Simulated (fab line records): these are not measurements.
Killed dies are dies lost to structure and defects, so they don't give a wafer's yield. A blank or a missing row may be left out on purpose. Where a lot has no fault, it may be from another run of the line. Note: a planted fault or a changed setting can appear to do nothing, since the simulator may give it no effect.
fab line records	flow gf180mcu
record: lots: 6	wafers: 16	last-day: 34
route steps=602 shown V1@346
lots untouched by any fault: they come from a run of this same line in which no faults occurred
start-h: hours from the record's opening day to when the first of the lot's shown wafers began	wait-h: how many hours have passed since the lot's step before this one	" unchanged from the row above	L1.1+2: a single row standing in for several wafers	- no value present, or no start provided	* or withheld: withheld	< > ~ a bound
route shown NAME@n: a module of which the file shows steps, and the number in the route of the first	usual: mean/standard deviation taken from wafers without a fault	same: alike in all rows	chamber/n: place in a boat	sites: readings site by site	_std_site: their standard deviation	_edge_site: outer sites' mean less inner sites'	radius-mm: for every site, how far away it sits from the centre of the wafer	mask NAME#n: copy n	behind: tool/chamber where the wafer was last shaped	hold: why the lot went on hold/how many hours it stayed there/how the hold came to an end	device: the n, p or np transistor that did not switch	end of line: the same wafers' tests at the end of the route	for a step that has no rows: nothing shown but its recipe	killed: the dies lost at the first sort to structure and to defects; this is not the yield of the wafer	map: dies across one wafer; x = killed, . = not, _ = none there
set.NAME: the setting that was run; set.NAME@STEP: the one run at that earlier step	model.NAME: the simulator's own value behind a step, which no gauge read
lots at some steps of the route; a table a step, a row a wafer
services: the hour from which a tool's chamber was out of use, counted from the record's first day as start-h (under 0 if before that day), plus the number of hours and why
== steps ==
step: GF_V1_EXPOSE_11
recipe: mask-id: Via1	target-cd-nm: 260	na: 0.68	source-shape: conventional	sigma-outer: 0.6	dose-mj: 38
step: GF_V1_PEB_12
recipe: peb-temp-c: 135	peb-time-s: 90	resist: KrF
step: GF_V1_DEVELOP_13
recipe: develop-time-s: 60	resist: KrF	dev-temp-c: 21
step: GF_V1_CD_MEAS_14
recipe: target-cd-nm: 260
usual: cd-nm: 260.4/1.2
lot.wafer	tool	chamber	start-h	wait-h	cd-nm
L965.1	cd-sem-01	-	421.15	0.1	261.3
L965.2	"	-	"	"	261.4
L965.4	"	-	"	"	260.3
L969.2	cd-sem-01	-	465.62	0.1	259.8
L969.3	"	-	"	"	259.4
L969.4	"	-	"	"	258.6
L977.1	cd-sem-02	-	536.90	0.1	258.2
L977.4	"	-	"	"	257.8
L977.6	"	-	"	"	259.3
L980.1	cd-sem-02	-	559.10	0.1	258.0
L980.6	"	-	"	"	258.7
L981.1	cd-sem-02	-	561.65	0.1	260.9
L981.3	"	-	"	"	260.7
L981.5	"	-	"	"	260.7
L986.2	cd-sem-02	-	597.31	0.2	260.8
L986.6	"	-	"	"	260.4
step: GF_V1_OVL_MEAS_15
usual: V1_OVL: 1/5.6
lot.wafer	tool	chamber	start-h	wait-h	V1_OVL[nm]
L965.1	overlay-02	-	421.27	0.1	1
L965.2	"	-	"	"	-9
L965.4	"	-	"	"	2
L969.2	overlay-01	-	465.73	0.1	7
L969.3	"	-	"	"	4
L969.4	"	-	"	"	9
L977.1	overlay-01	-	537.02	0.1	-2
L977.4	"	-	"	"	2
L977.6	"	-	"	"	-4
L980.1	overlay-02	-	559.22	0.1	-9
L980.6	"	-	"	"	-12
L981.1	overlay-01	-	561.77	0.1	4
L981.3	"	-	"	"	10
L981.5	"	-	"	"	4
L986.2	overlay-02	-	597.41	0.1	1
L986.6	"	-	"	"	9
step: GF_V1_ETCH_16
recipe: chemistry: N2/H2	target-depth-a: withheld	overetch-a: withheld	time-s: withheld	target: BARC	ion-energy-ev: 200	source-w: 500	bias-w: 100	pressure-mtorr: 30	n2-flow-sccm: 100	h2-flow-sccm: 200
usual: drypump-motor-current-A: 5.7/0.38	oes-product-au: 0.855/0.0047	throttle-valve-pct: 13.224/0.0074
lot.wafer	tool	chamber	start-h	wait-h	drypump-motor-current-A	oes-product-au	throttle-valve-pct
L965.1	rie-diel-01	2	421.31	0.0	5.6	0.849	13.221
L965.2	"	1	"	"	5.7	0.859	13.223
L965.4	"	3	"	"	5.8	0.865	13.221
L969.2	rie-diel-02	2	465.76	0.0	6.4	0.855	13.206
L969.3	"	3	"	"	5.2	0.852	13.232
L969.4	"	1	"	"	6.0	0.846	13.226
L977.1	rie-diel-01	0	537.06	0.0	5.9	0.855	13.229
L977.4	"	2	"	"	5.6	0.849	13.226
L977.6	"	2	"	"	5.6	0.856	13.210
L980.1	rie-diel-02	2	559.26	0.0	6.4	0.852	13.218
L980.6	"	2	"	"	6.4	0.845	13.229
L981.1	rie-diel-04	2	561.81	0.0	5.1	0.846	13.228
L981.3	"	1	"	"	4.8	0.850	13.228
L981.5	"	0	"	"	5.8	0.852	13.227
L986.2	rie-diel-04	1	597.44	0.0	4.8	0.849	13.217
L986.6	"	0	"	"	5.8	0.858	13.219
step: GF_V1_ETCH_17
recipe: chemistry: C4F8/O2/Ar	mask-material: KrF	target: SiO2	stop-on: TiN	source-w: 1500	bias-w: 1200	pressure-mtorr: 40	c4f8-flow-sccm: withheld	O2_flow_sccm: 6	Ar_flow_sccm: 300	time-s: withheld	target-depth-a: 6300
step: GF_V1_STRIP_18
recipe: chemistry: O2/N2	power-w: 1400	pressure-mtorr: 1500	platen-temp-c: 250	o2-flow-sccm: 3000	n2-flow-sccm: 300	overash-fraction: 0.5
usual: drypump-motor-current-A: 5.5/0.55	heater-power-w: 298/21	oes-product-au: 0.592/0.0049
lot.wafer	tool	chamber	start-h	wait-h	drypump-motor-current-A	heater-power-w	oes-product-au	rf-hours-counter-h
L965.1	plasma-asher-04	0	421.44	-	6.0	318	0.590	65
L965.2	"	1	"	"	4.7	299	0.596	65
L965.4	"	1	"	"	4.7	293	0.587	-
L969.2	plasma-asher-02	0	465.89	-	5.9	294	0.584	81
L969.3	"	0	"	"	5.9	296	0.591	-
L969.4	"	1	"	"	6.0	293	0.595	-
L977.1	plasma-asher-04	1	537.19	-	4.8	308	0.591	78
L977.4	"	0	"	"	6.1	313	0.594	-
L977.6	"	0	"	"	6.1	304	0.597	-
L980.1	plasma-asher-02	0	559.39	-	5.9	295	0.589	92
L980.6	"	1	"	"	6.0	290	0.589	-
L981.1	plasma-asher-01	0	561.94	-	4.8	324	0.592	42
L981.3	"	1	"	"	5.7	263	0.600	-
L981.5	"	1	"	"	5.7	268	0.595	-
L986.2	plasma-asher-01	0	597.57	-	4.8	326	0.589	46
L986.6	"	0	"	"	4.8	323	0.592	-
step: GF_V1_STRIP_19
recipe: chemistry: post-etch-residue-remover	time-s: 1200	temp-c: 72.5
step: GF_V1_CLEAN_20
recipe: chemistry: DIW	dry: n2-spin
step: GF_V1_SPUTTER_21
recipe: material: Ti	target-thk-nm: 15	chamber-pressure-pa: 5	power-w: 2500	substrate-temp-c: 200	time-s: 80.02
usual: chamber-pressure-pa: 5.001/0.011	throttle-valve-pct: 29.9/1.3
lot.wafer	tool	chamber	start-h	wait-h	chamber-pressure-pa	throttle-valve-pct
L965.1	pvd-sputter-02	-	421.97	0.0	5.004	31.1
L965.2	"	-	"	"	5.006	31.6
L965.4	"	-	"	"	5.002	31.6
L969.2	pvd-sputter-01	-	466.44	0.0	4.988	27.1
L969.3	"	-	"	"	5.009	28.0
L969.4	"	-	"	"	5.012	29.2
L977.1	pvd-sputter-03	-	537.72	0.0	5.000	30.0
L977.4	"	-	"	"	5.016	30.1
L977.6	"	-	"	"	4.997	31.0
L980.1	pvd-sputter-03	-	559.98	0.0	5.009	30.3
L980.6	"	-	"	"	4.993	31.2
L981.1	pvd-sputter-02	-	562.50	0.0	4.999	29.1
L981.3	"	-	"	"	4.998	31.9
L981.5	"	-	"	"	4.998	31.8
L986.2	pvd-sputter-02	-	598.11	0.0	4.969	31.1
L986.6	"	-	"	"	5.005	31.7
step: GF_V1_SPUTTER_22
recipe: material: TiN	target-thk-nm: 10	chamber-pressure-pa: 5	power-w: 4000	time-s: 40
usual: chamber-pressure-pa: 5.002/0.0095	throttle-valve-pct: 29.9/1.3
lot.wafer	tool	chamber	start-h	wait-h	chamber-pressure-pa	throttle-valve-pct
L965.1	pvd-sputter-02	-	422.03	0.0	5.008	31.2
L965.2	"	-	"	"	5.001	31.7
L965.4	"	-	"	"	5.003	31.3
L969.2	pvd-sputter-01	-	466.50	0.0	5.007	27.2
L969.3	"	-	"	"	5.019	28.2
L969.4	"	-	"	"	4.991	29.3
L977.1	pvd-sputter-03	-	537.78	0.0	5.011	30.0
L977.4	"	-	"	"	5.003	30.4
L977.6	"	-	"	"	4.998	31.2
L980.1	pvd-sputter-03	-	560.05	0.0	5.014	30.3
L980.6	"	-	"	"	5.004	31.1
L981.1	pvd-sputter-02	-	562.56	0.0	4.993	29.0
L981.3	"	-	"	"	5.027	31.7
L981.5	"	-	"	"	5.013	31.7
L986.2	pvd-sputter-02	-	598.17	0.0	5.007	30.9
L986.6	"	-	"	"	4.994	31.5
step: GF_V1_CVD_23
recipe: material: W	target-thk-nm: 350	time-s: 105.05	temp-c: 400	pressure-torr: 40
usual: chamber-pressure-Torr: 40.01/0.092	heater-power-w: 885/35
lot.wafer	tool	chamber	start-h	wait-h	chamber-pressure-Torr	heater-power-w	model.W_of_V1_CVD_23.thk-nm
L965.1	cvd-w-02	1	422.07	0.0	39.88	886	350.1
L965.2	"	0	"	"	40.00	888	350.8
L965.4	"	1	"	"	39.90	893	348.1
L969.2	cvd-w-01	0	466.54	0.0	39.97	826	341.9
L969.3	"	0	"	"	40.07	830	341.6
L969.4	"	1	"	"	39.92	894	338.8
L977.1	cvd-w-01	0	537.82	0.0	39.95	839	349.2
L977.4	"	0	"	"	39.86	844	348.5
L977.6	"	1	"	"	39.86	918	344.1
L980.1	cvd-w-01	0	560.08	0.0	40.09	823	329.3
L980.6	"	1	"	"	40.00	912	338.5
L981.1	cvd-w-02	1	562.60	0.0	40.07	891	346.5
L981.3	"	1	"	"	40.15	892	345.8
L981.5	"	1	"	"	40.19	891	353.5
L986.2	cvd-w-01	0	598.21	0.0	40.19	867	327.5
L986.6	"	0	"	"	40.10	835	346
step: GF_V1_RS_MEAS_24
recipe: thk-meas-gauge: four-point-probe	reads: W_of_V1_CVD_23+TiN_of_V1_SPUTTER_22+Ti_of_V1_SPUTTER_21
usual: V1_W_RS: 0.331/0.0048
lot.wafer	tool	chamber	start-h	wait-h	V1_W_RS[ohm/sq]
L965.1	film-metro-01	-	422.18	0.1	0.327
L965.2	"	-	"	"	0.327
L965.4	"	-	"	"	0.329
L969.2	film-metro-03	-	466.67	0.1	0.336
L969.3	"	-	"	"	0.336
L969.4	"	-	"	"	0.339
L977.1	film-metro-02	-	537.93	0.1	0.328
L977.4	"	-	"	"	0.329
L977.6	"	-	"	"	0.333
L980.1	film-metro-01	-	560.20	0.1	0.349
L980.6	"	-	"	"	0.339
L981.1	film-metro-01	-	562.71	0.1	0.330
L981.3	"	-	"	"	0.331
L981.5	"	-	"	"	0.324
L986.2	film-metro-01	-	598.34	0.1	0.350
L986.6	"	-	"	"	0.331
step: GF_V1_THK_MEAS_25
recipe: thk-meas-gauge: xrf	reads: W_of_V1_CVD_23
usual: V1_W_THK: 347/4.5
lot.wafer	tool	chamber	start-h	wait-h	V1_W_THK[nm]
L965.1	film-metro-01	-	422.30	0.1	351
L965.2	"	-	"	"	352
L965.4	"	-	"	"	349
L969.2	film-metro-03	-	466.78	0.1	344
L969.3	"	-	"	"	345
L969.4	"	-	"	"	341
L977.1	film-metro-02	-	538.05	0.1	350
L977.4	"	-	"	"	349
L977.6	"	-	"	"	345
L980.1	film-metro-01	-	560.32	0.1	328
L980.6	"	-	"	"	337
L981.1	film-metro-01	-	562.83	0.1	345
L981.3	"	-	"	"	345
L981.5	"	-	"	"	354
L986.2	film-metro-01	-	598.45	0.1	328
L986.6	"	-	"	"	345
step: GF_V1_CMP_26
recipe: stop-on: SiO2	down-force-psi: 3.5	platen-rpm: 60	t-overpolish-s: 15	target-thk-nm: 0	pad-velocity-m-s: 0.94248
usual: head-pressure-psi: 3.500/0.0069	motor-current-A: 10.7/0.88
lot.wafer	tool	chamber	start-h	wait-h	head-pressure-psi	motor-current-A
L965.2	cmp-02	0	422.36	0.0	3.496	10.6
L965.4	"	2	"	"	3.511	11.7
L965.1	"	3	"	"	3.501	9.5
L969.2	cmp-02	1	466.92	0.1	3.498	11.4
L969.3	"	2	"	"	3.499	11.5
L969.4	"	3	"	"	3.506	9.8
L977.1	cmp-02	0	538.16	0.1	3.488	10.5
L977.4	"	2	"	"	3.485	11.5
L977.6	"	0	"	"	3.503	10.1
L980.1	cmp-01	3	560.48	0.1	3.492	11.8
L980.6	"	1	"	"	3.519	9.4
L981.1	cmp-01	0	562.94	0.1	3.504	10.3
L981.3	"	1	"	"	3.508	9.2
L981.5	"	3	"	"	3.503	11.9
L986.2	cmp-02	2	598.50	0.0	3.507	11.0
L986.6	"	3	"	"	3.507	9.2
== services ==
tool	chamber	start-h	hours	kind
cmp-01	-	404.05	4.0	pm
cmp-02	-	411.07	4.2	repair
rie-diel-01	2	413.42	3.5	repair
rie-diel-02	3	413.93	7.6	repair
plasma-asher-02	-	416.48	2.8	pm
cvd-w-01	0	424.50	14.2	repair
cmp-01	-	442.04	1.6	repair
cmp-02	-	449.29	4.4	pm
cvd-w-02	-	455.96	14.6	pm
pvd-sputter-02	-	463.07	1.9	repair
rie-diel-01	-	476.18	1.4	repair
rie-diel-01	3	481.50	3.5	repair
rie-diel-01	0	489.09	12.9	repair
pvd-sputter-01	-	495.11	29.0	repair
cvd-w-02	-	498.41	2.8	pm
plasma-asher-04	-	504.51	0.4	repair
cmp-02	-	519.18	3.3	repair
cvd-w-02	0	542.92	3.6	repair
cmp-02	-	561.06	11.1	pm
pvd-sputter-03	-	566.69	3.4	repair
plasma-asher-04	-	570.76	14.6	pm
cmp-02	-	572.69	4.0	pm
cmp-02	-	589.84	4.5	pm
plasma-asher-04	-	590.90	0.4	repair
== key ==
first-sign: step: GF_V1_RS_MEAS_24	reading: V1_W_RS	direction: up	sigmas: 3.9	usual: 0.331	struck: 0.349
effect: step: GF_V1_THK_MEAS_25	reading: V1_W_THK	direction: down	sigmas: 4.2	usual: 347	struck: 328
model-effect: step: GF_V1_CVD_23	value: W_of_V1_CVD_23.thk-nm	without: 346	struck: 328.4
met-at GF_V1_CVD_23
struck-wafers L980.1,L986.2
onset-between 537.82 560.08
fault: kind: process-parameter-drift	tool: cvd-w-01	chamber: -	onset-h: 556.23	steps: GF_V1_CVD_23	channel: target-thk-nm	offset: -17.667	shape: step	end-h: 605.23	scope: struck-wafers-only	acts-in: these-recipes-only	stated: 350
